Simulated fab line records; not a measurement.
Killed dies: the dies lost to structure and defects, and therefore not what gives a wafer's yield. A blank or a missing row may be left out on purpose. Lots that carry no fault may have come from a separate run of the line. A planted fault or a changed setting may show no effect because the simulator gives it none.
fab line records    flow sky130
record lots=6  wafers=18  lastDay=50
route steps=708 shown POLY_GATE@217 PAD_OPEN@708
lots untouched by any fault: they come from a run of this same line in which no faults occurred
startH: start of the lot's first displayed wafer, in hours after the record's first day    waitH: time in hours since the lot's previous step    " unchanged from the row above    L1.1+2: one row covering several wafers at once    - no value present, or no start provided    * or withheld: withheld    < > ~ a bound
route shown NAME@n: a module of which the file shows steps, and the number in the route of the first    usual: mean and standard deviation over wafers with no fault    same: alike in all rows    chamber/n: place in a boat    sites: per-site readings    _std_site: their standard deviation    _edge_site: the outer-site mean with the inner-site mean subtracted    radiusMm: how far each site lies from the wafer's centre    mask NAME#n: copy n    behind: tool/chamber where the wafer was last shaped    hold: why the lot was held/for how many hours/how that ended    device: transistor that didn't switch, given as n, p or np    end of line: tests run on the same wafers once the route is complete    where a step has no rows: the recipe by itself    killed: count of dies lost to structure and defects at first sort (not the wafer's yield)    map: a wafer's dies, marking killed ones x, the rest . and places with no die _
set.NAME: the run value of the setting; set.NAME@STEP: its run value at that earlier step    model.NAME: the simulator's own value behind a step, which no gauge read
lots at some steps of the route; a table a step, a row a wafer
services: a tool's chamber out of use, with start hour (startH, from the record's first day; less than 0 if before it), hours out, and reason
## steps
# step SKY_POLY_GATE_CVD_03
# recipe material=Si3N4  precursor=DCS/NH3  targetThkNm=75  tempC=770  timeS=1290  pressureMtorr=250
# step SKY_POLY_GATE_THK_MEAS_04
# recipe reads=Si3N4_of_POLY_GATE_CVD_03
# usual POLY_GATE_CVD_03_THK=75.0/0.61
lot.wafer  tool          chamber  startH  waitH  POLY_GATE_CVD_03_THK[nm]
L714.1     filmMetro-04  -        391.66  0.0    75.7
L714.3     "             -        "       "      74.8
L714.5     "             -        "       "      75.5
L715.2     filmMetro-04  -        397.40  0.0    74.6
L715.3     "             -        "       "      74.3
L715.6     "             -        "       "      74.3
L718.2     filmMetro-02  -        433.05  0.0    75.5
L718.4     "             -        "       "      75.1
L718.6     "             -        "       "      75.4
L725.1     filmMetro-04  -        504.14  0.0    74.9
L725.2     "             -        "       "      75.6
L725.3     "             -        "       "      75.2
L727.1     filmMetro-02  -        508.61  0.0    75.1
L727.5     "             -        "       "      75.5
L727.6     "             -        "       "      75.3
L730.1     filmMetro-02  -        529.54  0.0    75.1
L730.2     "             -        "       "      74.5
L730.6     "             -        "       "      74.6
# step SKY_POLY_GATE_DEHYDRATE_05
# recipe tempC=200  timeS=60
# step SKY_POLY_GATE_HMDS_06
# recipe primeTimeS=60  primeTempC=120
# step SKY_POLY_GATE_COAT_07
# recipe resist=BARC  tempC=withheld  timeS=withheld  spinRpm=3000  resistThkNm=110
# step SKY_POLY_GATE_COAT_08
# recipe resist=KrF-thick  spinRpm=3000  resistThkNm=450
# step SKY_POLY_GATE_SOFTBAKE_09
# recipe tempC=100  timeS=90  resist=KrF-thick
# step SKY_POLY_GATE_EXPOSE_10
# recipe maskId=P1M  na=0.68  sourceShape=conventional  sigmaOuter=0.6  targetCdNm=150  doseMj=28
# step SKY_POLY_GATE_PEB_11
# recipe pebTempC=withheld  pebTimeS=withheld  resist=KrF-thick
# step SKY_POLY_GATE_DEVELOP_12
# recipe developTimeS=60  resist=KrF-thick  devTempC=20.47
# step SKY_POLY_GATE_CD_MEAS_13
# recipe targetCdNm=150
# usual cdNm=151.0/1.5
lot.wafer  tool      chamber  startH  waitH  cdNm
L714.1     cdSem-01  -        420.79  -      152.1
L714.3     "         -        "       "      152.0
L714.5     "         -        "       "      151.6
L715.2     cdSem-01  -        426.66  -      150.5
L715.3     "         -        "       "      148.8
L715.6     "         -        "       "      149.1
L718.2     cdSem-01  -        463.91  -      151.7
L718.4     "         -        "       "      150.8
L718.6     "         -        "       "      151.2
L725.1     cdSem-01  -        534.22  -      152.0
L725.2     "         -        "       "      151.9
L725.3     "         -        "       "      150.9
L727.1     cdSem-01  -        538.96  -      151.1
L727.5     "         -        "       "      151.1
L727.6     "         -        "       "      151.9
L730.1     cdSem-01  -        558.87  -      152.6
L730.2     "         -        "       "      153.0
L730.6     "         -        "       "      151.6
# step SKY_POLY_GATE_OVL_MEAS_14
# usual POLY_GATE_OVL=1/6.2
lot.wafer  tool        chamber  startH  waitH  POLY_GATE_OVL[nm]
L714.1     overlay-02  -        420.91  0.1    8
L714.3     "           -        "       "      6
L714.5     "           -        "       "      12
L715.2     overlay-01  -        426.77  0.1    -11
L715.3     "           -        "       "      1
L715.6     "           -        "       "      0
L718.2     overlay-02  -        464.02  0.1    11
L718.4     "           -        "       "      11
L718.6     "           -        "       "      15
L725.1     overlay-01  -        534.34  0.1    3
L725.2     "           -        "       "      -6
L725.3     "           -        "       "      4
L727.1     overlay-02  -        539.08  0.1    -8
L727.5     "           -        "       "      -2
L727.6     "           -        "       "      0
L730.1     overlay-02  -        558.99  0.1    -5
L730.2     "           -        "       "      10
L730.6     "           -        "       "      9
# step SKY_POLY_GATE_ETCH_15
# recipe chemistry=N2/H2  target=BARC  ionEnergyEv=200  sourceW=500  biasW=100  pressureMtorr=30  n2FlowSccm=100  h2FlowSccm=200  stopOn=SiO2  timeS=118.5  targetDepthA=1100
# usual biasW=99.95/0.28  drypumpMotorCurrentA=5.9/0.42  oesProductAu=0.716/0.005  rfFwdPowerW=497.5/1.6  throttleValvePct=13.213/0.01
lot.wafer  tool        chamber  startH  waitH  biasW   drypumpMotorCurrentA  oesProductAu  rfFwdPowerW  rfHoursCounterH  throttleValvePct  model.KrF-thick_of_POLY_GATE_COAT_08.thkNm
L714.1     rieDiel-04  0        420.95  0.0    99.94   5.9                   0.709         495.0        7                13.214            345.2
L714.3     "           1        "       "      100.22  6.6                   0.719         497.6        36               13.219            344.8
L714.5     "           2        "       "      100.05  6.3                   0.727         496.8        -                13.209            345.7
L715.2     rieDiel-04  3        426.80  0.0    100.05  5.2                   0.717         498.1        56               13.220            343.4
L715.3     "           2        "       "      100.00  6.2                   0.715         497.2        32               13.216            340.9
L715.6     "           2        "       "      100.05  6.3                   0.724         496.3        -                13.217            342.3
L718.2     rieDiel-02  0        464.05  0.0    100.08  6.2                   0.715         495.9        6                13.221            343.5
L718.4     "           0        "       "      100.15  6.2                   0.712         499.4        -                13.215            343.7
L718.6     "           3        "       "      99.60   5.2                   0.716         496.5        -                13.225            342
L725.1     rieDiel-04  0        534.38  0.0    99.98   5.9                   0.716         496.4        9                13.210            345
L725.2     "           2        "       "      89.21   6.3                   0.716         497.7        35               13.211            347.2
L725.3     "           1        "       "      100.50  6.6                   0.727         499.1        38               13.229            344.8
L727.1     rieDiel-04  2        539.12  0.0    89.75   6.3                   0.708         496.0        35               13.216            346.5
L727.5     "           0        "       "      99.60   5.9                   0.720         499.4        -                13.213            343.6
L727.6     "           3        "       "      100.15  5.2                   0.720         495.0        -                13.223            344.1
L730.1     rieDiel-03  3        559.02  0.0    99.79   5.9                   0.707         494.0        9                13.217            345.7
L730.2     "           0        "       "      100.12  5.9                   0.722         499.1        12               13.215            345.9
L730.6     "           2        "       "      100.19  5.6                   0.718         497.7        -                13.208            347.4
# step SKY_POLY_GATE_ETCH_16
# recipe stopOn=poly-Si  chemistry=CH3F/O2  target=Si3N4  sourceW=400  biasW=80  pressureMtorr=25  ch3fFlowSccm=40  O2_flow_sccm=30  timeS=147.5  targetDepthA=750
# usual biasW=79.99/0.26  ch3fFlowSccm=40.00/0.12  drypumpMotorCurrentA=5.9/0.42  oesProductAu=0.640/0.0049  rfFwdPowerW=398.1/1.4  throttleValvePct=10.535/0.009
lot.wafer  tool        chamber  startH  waitH  biasW  ch3fFlowSccm  drypumpMotorCurrentA  oesProductAu  rfFwdPowerW  rfHoursCounterH  throttleValvePct
L714.1     rieDiel-04  0        421.03  0.0    80.31  40.03         5.9                   0.654         397.9        7                10.531
L714.3     "           1        "       "      79.87  39.83         6.5                   0.642         396.2        36               10.539
L714.5     "           2        "       "      79.74  40.06         6.3                   0.636         398.6        -                10.552
L715.2     rieDiel-04  3        426.88  0.0    80.16  40.01         5.1                   0.637         400.5        56               10.545
L715.3     "           2        "       "      79.91  40.07         6.3                   0.637         397.3        32               10.530
L715.6     "           2        "       "      79.98  40.22         6.2                   0.639         398.4        -                10.543
L718.2     rieDiel-02  0        464.13  0.0    80.14  40.24         6.2                   0.638         400.0        6                10.545
L718.4     "           0        "       "      80.13  40.08         6.2                   0.631         398.9        -                10.526
L718.6     "           3        "       "      79.83  39.93         5.1                   0.638         397.7        -                10.539
L725.1     rieDiel-04  0        534.46  0.0    80.38  39.89         5.9                   0.641         399.3        9                10.528
L725.2     "           2        "       "      79.92  40.02         6.3                   0.646         396.9        35               10.532
L725.3     "           1        "       "      79.96  40.11         6.6                   0.635         399.2        38               10.529
L727.1     rieDiel-04  2        539.20  0.0    80.11  39.94         6.3                   0.640         398.5        35               10.546
L727.5     "           0        "       "      80.24  40.11         5.8                   0.640         398.0        -                10.516
L727.6     "           3        "       "      80.09  40.08         5.2                   0.641         398.3        -                10.532
L730.1     rieDiel-03  3        559.11  0.0    80.02  40.02         5.9                   0.645         396.5        9                10.534
L730.2     "           0        "       "      80.02  39.80         5.8                   0.644         395.3        12               10.527
L730.6     "           2        "       "      79.96  39.89         5.6                   0.642         396.9        -                10.547
# step SKY_PAD_OPEN_PROBE_99
# usual killed_at_M0_to_M3=43/7.3  killed_at_M4_up=3.1/1.8  killedAtContacts=24/5.4  killedAtFrontEnd=15/4.1  killedAtOther=0.2/0.52  killedDies=86/10  killedOpen=47/7.3  killedShort=39/6.4
# same grossDies=492  killedAtBackSide=0
lot.wafer  tool       chamber  startH   waitH  killed_at_M0_to_M3  killed_at_M4_up  killedAtContacts  killedAtFrontEnd  killedAtOther  killedDies  killedOpen  killedShort
L725.1     prober-01  -        1178.60  0.1    33                  1                20                12                0              66          36          29
L725.2     prober-01  -        1178.65  0.1    41                  0                33                11                0              85          46          39
L725.3     prober-01  -        1178.70  0.2    51                  4                29                11                0              95          54          41
L727.1     prober-02  -        1184.02  0.1    30                  3                22                13                0              68          39          29
L727.5     prober-02  -        1184.22  0.2    46                  7                28                13                1              95          55          40
L727.6     prober-02  -        1184.27  0.2    52                  6                22                14                0              94          46          48
# killed by level:class
L725.1 VIA1:geometricParticle:open=9 LI_CONTACT:geometricParticle:open=7 VIA1:geometricParticle:short=6 METAL2:geometricParticle:short=5 CONTACT:geometricParticle:open=5 FIELD_ISO:geometricParticle:short=4 LOCAL_INTERCONNECT:geometricParticle:short=4 CONTACT:geometricParticle:short=3
L725.2 CONTACT:geometricParticle:open=11 VIA1:geometricParticle:open=8 VIA3:geometricParticle:open=7 LOCAL_INTERCONNECT:geometricParticle:short=6 CONTACT:geometricParticle:short=5 LI_CONTACT:geometricParticle:open=5 LI_CONTACT:geometricParticle:short=5 VIA2:geometricParticle:short=5
L725.3 VIA1:geometricParticle:open=16 CONTACT:geometricParticle:open=14 VIA1:geometricParticle:short=7 VIA2:geometricParticle:open=7 METAL3:geometricParticle:short=6 LOCAL_INTERCONNECT:geometricParticle:short=5 CONTACT:geometricParticle:short=5 METAL2:geometricParticle:short=5
L727.1 CONTACT:geometricParticle:open=11 VIA1:geometricParticle:open=7 FIELD_ISO:geometricParticle:open=5 CONTACT:geometricParticle:short=5 METAL2:geometricParticle:short=5 METAL1:geometricParticle:short=5 VIA3:geometricParticle:open=5 POLY_GATE:geometricParticle:open=3
L727.5 LI_CONTACT:geometricParticle:open=14 METAL1:geometricParticle:short=10 CONTACT:geometricParticle:open=9 VIA1:geometricParticle:open=9 VIA2:geometricParticle:open=9 VIA1:geometricParticle:short=7 FIELD_ISO:geometricParticle:open=6 METAL4:geometricParticle:short=5
L727.6 VIA3:geometricParticle:open=10 CONTACT:geometricParticle:open=8 VIA1:geometricParticle:open=8 METAL1:geometricParticle:short=6 METAL3:geometricParticle:short=6 LI_CONTACT:geometricParticle:open=5 METAL2:geometricParticle:short=5 VIA2:geometricParticle:short=5
## services
tool        chamber  startH  hours  kind
rieDiel-04  2        403.37  9.3    repair
rieDiel-02  2        431.39  5.6    repair
rieDiel-02  0        454.12  8.2    repair
rieDiel-03  2        457.84  -      clean
rieDiel-03  2        457.84  14.7   scheduledDown
rieDiel-03  2        457.84  14.7   ventCycle
rieDiel-02  2        460.60  13.2   repair
rieDiel-02  3        468.56  12.7   repair
rieDiel-04  1        483.59  7.1    repair
rieDiel-04  0        490.33  7.0    repair
rieDiel-02  3        504.67  -      clean
rieDiel-02  3        504.67  14.8   scheduledDown
rieDiel-02  3        504.67  14.8   ventCycle
rieDiel-04  0        511.23  1.3    repair
rieDiel-02  0        515.72  7.7    repair
## key
firstSign step=SKY_POLY_GATE_ETCH_15  reading=biasW  direction=down  sigmas=37  usual=99.95  struck=89.48
effect none on later readings
modelEffect step=SKY_POLY_GATE_ETCH_15  value=KrF-thick_of_POLY_GATE_COAT_08.thkNm  without=343.9  struck=346.8
metAt SKY_POLY_GATE_ETCH_15
struckWafers L725.2,L727.1
testerLeftOut L725,L727
onsetBetween 426.80 534.38
fault kind=processParameterDrift  tool=rieDiel-04  chamber=2  onsetH=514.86  steps=SKY_POLY_GATE_ETCH_15  channel=biasW  offset=-10.369  shape=step  endH=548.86  actsIn=theseRecipesOnly  stated=100
# testerLeftOut: of these lots the tester's yield and bins aren't shown, on N5 and GAA mostly nor the transistor test; their killed dies are dies lost to structure and defects alone, not to doping, threshold or leakage, so they don't give the yield
